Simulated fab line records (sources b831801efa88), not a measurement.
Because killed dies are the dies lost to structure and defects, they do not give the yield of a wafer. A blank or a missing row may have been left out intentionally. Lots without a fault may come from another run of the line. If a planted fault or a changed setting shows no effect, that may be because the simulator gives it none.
Which of the tools did it? / flow sky130 / 13 lots with 39 wafers sampled at 5 steps, on a route of 708 steps

== WHAT THE GAUGES READ, wafer by wafer ==
SKY_NWELL_RS_MEAS_29: measures by four-point-probe.
lot=L867; measured=day 5 22:08; on=film-metro-01; NWELL_RS (ohm/sq)=622.4 622.7 623.5
lot=L868; measured=day 6 05:06; on=film-metro-04; NWELL_RS (ohm/sq)=627.6 626.4 628.4
lot=L869; measured=day 6 14:26; on=film-metro-04; NWELL_RS (ohm/sq)=624.4 625.1 625.5
lot=L870; measured=day 6 19:27; on=film-metro-04; NWELL_RS (ohm/sq)=625.4 623.9 625.1
lot=L872; measured=day 7 05:35; on=film-metro-01; NWELL_RS (ohm/sq)=627.1 626.9 625.8
lot=L873; measured=day 7 15:31; on=film-metro-02; NWELL_RS (ohm/sq)=626.5 628.8 628.2
lot=L874; measured=day 7 18:11; on=film-metro-02; NWELL_RS (ohm/sq)=628.8 627.2 628.0
lot=L875; measured=day 7 22:22; on=film-metro-02; NWELL_RS (ohm/sq)=624.6 623.6 625.1
lot=L883; measured=day 10 06:34; on=film-metro-01; NWELL_RS (ohm/sq)=628.0 625.9 625.1
lot=L885; measured=day 10 15:22; on=film-metro-01; NWELL_RS (ohm/sq)=624.6 623.2 625.2
lot=L884; measured=day 10 15:41; on=film-metro-02; NWELL_RS (ohm/sq)=626.7 626.4 627.3
lot=L886; measured=day 11 00:20; on=film-metro-01; NWELL_RS (ohm/sq)=624.5 621.7 625.9
lot=L887; measured=day 11 07:14; on=film-metro-04; NWELL_RS (ohm/sq)=623.2 623.6 625.3

SKY_VT_ADJUST_HVTR_CD_MEAS_07 targets a cd of 380 nm.
lot=L867; measured=day 10 02:49; on=cd-sem-02; cd-nm (nm)=381.1 385.1 382.2
lot=L868; measured=day 10 10:30; on=cd-sem-02; cd-nm (nm)=383.0 381.0 378.5
lot=L869; measured=day 11 00:05; on=cd-sem-01; cd-nm (nm)=377.9 378.3 378.4
lot=L870; measured=day 11 04:26; on=cd-sem-02; cd-nm (nm)=381.9 377.6 381.1
lot=L872; measured=day 11 17:27; on=cd-sem-01; cd-nm (nm)=378.5 377.4 376.1
lot=L873; measured=day 12 04:37; on=cd-sem-02; cd-nm (nm)=380.1 380.3 380.4
lot=L874; measured=day 12 08:50; on=cd-sem-02; cd-nm (nm)=383.2 380.5 383.0
lot=L875; measured=day 12 13:49; on=cd-sem-02; cd-nm (nm)=380.9 380.7 382.2
lot=L883; measured=day 15 13:57; on=cd-sem-02; cd-nm (nm)=377.0 373.2 376.8
lot=L885; measured=day 15 19:28; on=cd-sem-02; cd-nm (nm)=375.4 376.3 375.9
lot=L884; measured=day 15 21:05; on=cd-sem-01; cd-nm (nm)=374.5 376.7 374.3
lot=L886; measured=day 16 07:55; on=cd-sem-01; cd-nm (nm)=379.9 380.0 379.3
lot=L887; measured=day 16 17:56; on=cd-sem-02; cd-nm (nm)=380.1 378.1 380.0

SKY_SONOS_TUNNEL_OVL_MEAS_08.
lot=L867; measured=day 12 01:20; on=overlay-02; SONOS_TUNNEL_OVL (nm)=-0.4 0.6 1.5
lot=L868; measured=day 12 08:38; on=overlay-02; SONOS_TUNNEL_OVL (nm)=-1.0 -2.4 -2.1
lot=L869; measured=day 12 23:26; on=overlay-01; SONOS_TUNNEL_OVL (nm)=0.6 3.0 2.5
lot=L870; measured=day 13 05:05; on=overlay-02; SONOS_TUNNEL_OVL (nm)=0.8 0.8 0.1
lot=L872; measured=day 13 18:50; on=overlay-01; SONOS_TUNNEL_OVL (nm)=-0.6 -1.0 -0.6
lot=L873; measured=day 14 07:47; on=overlay-01; SONOS_TUNNEL_OVL (nm)=-0.4 1.1 -1.1
lot=L874; measured=day 14 11:41; on=overlay-02; SONOS_TUNNEL_OVL (nm)=-0.6 1.7 -1.0
lot=L875; measured=day 14 17:19; on=overlay-02; SONOS_TUNNEL_OVL (nm)=1.6 -0.6 -0.8
lot=L883; measured=day 18 00:50; on=overlay-02; SONOS_TUNNEL_OVL (nm)=1.1 1.4 0.9
lot=L885; measured=day 18 06:50; on=overlay-01; SONOS_TUNNEL_OVL (nm)=-0.3 -1.8 -2.1
lot=L884; measured=day 18 07:47; on=overlay-02; SONOS_TUNNEL_OVL (nm)=0.1 0.6 0.4
lot=L886; measured=day 18 19:44; on=overlay-02; SONOS_TUNNEL_OVL (nm)=-0.5 -2.2 -2.6
lot=L887; measured=day 19 08:53; on=overlay-02; SONOS_TUNNEL_OVL (nm)=-0.9 0.7 -1.0

SKY_SONOS_ONO_THK_MEAS_05.
lot=L867; measured=day 12 10:16; on=film-metro-01; SONOS_ONO_CVD_04_THK (nm)=5.55 5.65 5.62
lot=L868; measured=day 12 14:39; on=film-metro-03; SONOS_ONO_CVD_04_THK (nm)=5.71 5.71 5.77
lot=L869; measured=day 13 06:30; on=film-metro-01; SONOS_ONO_CVD_04_THK (nm)=5.62 5.55 5.57
lot=L870; measured=day 13 09:44; on=film-metro-03; SONOS_ONO_CVD_04_THK (nm)=5.64 5.68 5.63
lot=L872; measured=day 14 01:53; on=film-metro-02; SONOS_ONO_CVD_04_THK (nm)=5.61 5.70 5.66
lot=L873; measured=day 14 17:07; on=film-metro-02; SONOS_ONO_CVD_04_THK (nm)=6.80 6.80 6.86
lot=L874; measured=day 14 18:59; on=film-metro-02; SONOS_ONO_CVD_04_THK (nm)=6.90 6.82 6.83
lot=L875; measured=day 14 22:57; on=film-metro-02; SONOS_ONO_CVD_04_THK (nm)=6.80 6.83 6.97
lot=L883; measured=day 18 07:29; on=film-metro-03; SONOS_ONO_CVD_04_THK (nm)=5.56 5.68 5.66
lot=L885; measured=day 18 13:43; on=film-metro-03; SONOS_ONO_CVD_04_THK (nm)=5.78 5.70 5.78
lot=L884; measured=day 18 16:07; on=film-metro-02; SONOS_ONO_CVD_04_THK (nm)=5.59 5.60 5.55
lot=L886; measured=day 19 01:06; on=film-metro-01; SONOS_ONO_CVD_04_THK (nm)=5.57 5.51 5.62
lot=L887; measured=day 19 15:56; on=film-metro-03; SONOS_ONO_CVD_04_THK (nm)=5.85 5.94 5.88

== EACH LOT AND THE TOOL THAT RAN IT (in order: tool; ch and the chambers of the sampled wafers; start) ==
lot=L867; SKY_SONOS_ONO_CVD_04=lpcvd-03 ch 1, day 12 09:01
lot=L868; SKY_SONOS_ONO_CVD_04=lpcvd-03 ch 0, day 12 12:46
lot=L869; SKY_SONOS_ONO_CVD_04=lpcvd-03 ch 1, day 13 05:14
lot=L870; SKY_SONOS_ONO_CVD_04=lpcvd-03 ch 0, day 13 08:28
lot=L872; SKY_SONOS_ONO_CVD_04=lpcvd-03 ch 0, day 14 00:37
lot=L873; SKY_SONOS_ONO_CVD_04=lpcvd-03 ch 1, day 14 15:13
lot=L874; SKY_SONOS_ONO_CVD_04=lpcvd-03 ch 0, day 14 17:05
lot=L875; SKY_SONOS_ONO_CVD_04=lpcvd-03 ch 1, day 14 21:05
lot=L883; SKY_SONOS_ONO_CVD_04=lpcvd-03 ch 0, day 18 06:14
lot=L885; SKY_SONOS_ONO_CVD_04=lpcvd-03 ch 1, day 18 12:27
lot=L884; SKY_SONOS_ONO_CVD_04=lpcvd-03 ch 1, day 18 14:52
lot=L886; SKY_SONOS_ONO_CVD_04=lpcvd-03 ch 1, day 18 23:50
lot=L887; SKY_SONOS_ONO_CVD_04=lpcvd-03 ch 0, day 19 14:40
- SKY_SONOS_ONO_CVD_04: deposits SiO2 from SiH4/N2O, target thk 5.7199 nm.

== AS READ BY THE TOOLS THEMSELVES (means over the sampled wafers that have a number; for cases with no such wafer, the mark the record gives instead) ==
SKY_SONOS_ONO_CVD_04.
lot=L867; tool=lpcvd-03; susceptor-temp-C (C)=899.8
lot=L868; tool=lpcvd-03; susceptor-temp-C (C)=900.1
lot=L869; tool=lpcvd-03; susceptor-temp-C (C)=900.2
lot=L870; tool=lpcvd-03; susceptor-temp-C (C)=899.9
lot=L872; tool=lpcvd-03; susceptor-temp-C (C)=899.6
lot=L873; tool=lpcvd-03; susceptor-temp-C (C)=900.1
lot=L874; tool=lpcvd-03; susceptor-temp-C (C)=899.8
lot=L875; tool=lpcvd-03; susceptor-temp-C (C)=900.0
lot=L883; tool=lpcvd-03; susceptor-temp-C (C)=899.8
lot=L885; tool=lpcvd-03; susceptor-temp-C (C)=900.3
lot=L884; tool=lpcvd-03; susceptor-temp-C (C)=900.1
lot=L886; tool=lpcvd-03; susceptor-temp-C (C)=900.4
lot=L887; tool=lpcvd-03; susceptor-temp-C (C)=900.1

== THE ANSWER, worked out from the rows above alone ==
Rule: what is usual is taken from the lots themselves. Put in order of their means at a reading, lots are off if they are a third of the lots or fewer, leave a main group of 4 or more, and stand apart from it by a gap of 3 or more times the standard deviation of the main group's means; of several such gaps the widest counts. A main group is skipped when, at the precision printed for the reading in the tables above, its means are all equal. A lot without any number at a reading at which 4 lots or more have one is off too. Where the step has rows for the other lots, those lots are counted as sound. The gauges are gone through in route order, then the tools' own readings, and for those a lot's mean is taken as printed above. At the first step where some lot is off, the reading lying furthest off is the one used; lots without a number count as furthest.
Off: L873, L874, L875, seen at SKY_SONOS_ONO_THK_MEAS_05 (SONOS_ONO_CVD_04_THK). Mean 5.66 nm and standard deviation 0.096 in the main group.
A tool fits if, at a process step before that reading, it ran every lot that is off, and no sound lot after the first of them. Gauges at SKY_SONOS_ONO_THK_MEAS_05: tried the same way as those tools. No candidate that was tried fits.

== WHAT THE SIMULATOR HAD PUT IN ==
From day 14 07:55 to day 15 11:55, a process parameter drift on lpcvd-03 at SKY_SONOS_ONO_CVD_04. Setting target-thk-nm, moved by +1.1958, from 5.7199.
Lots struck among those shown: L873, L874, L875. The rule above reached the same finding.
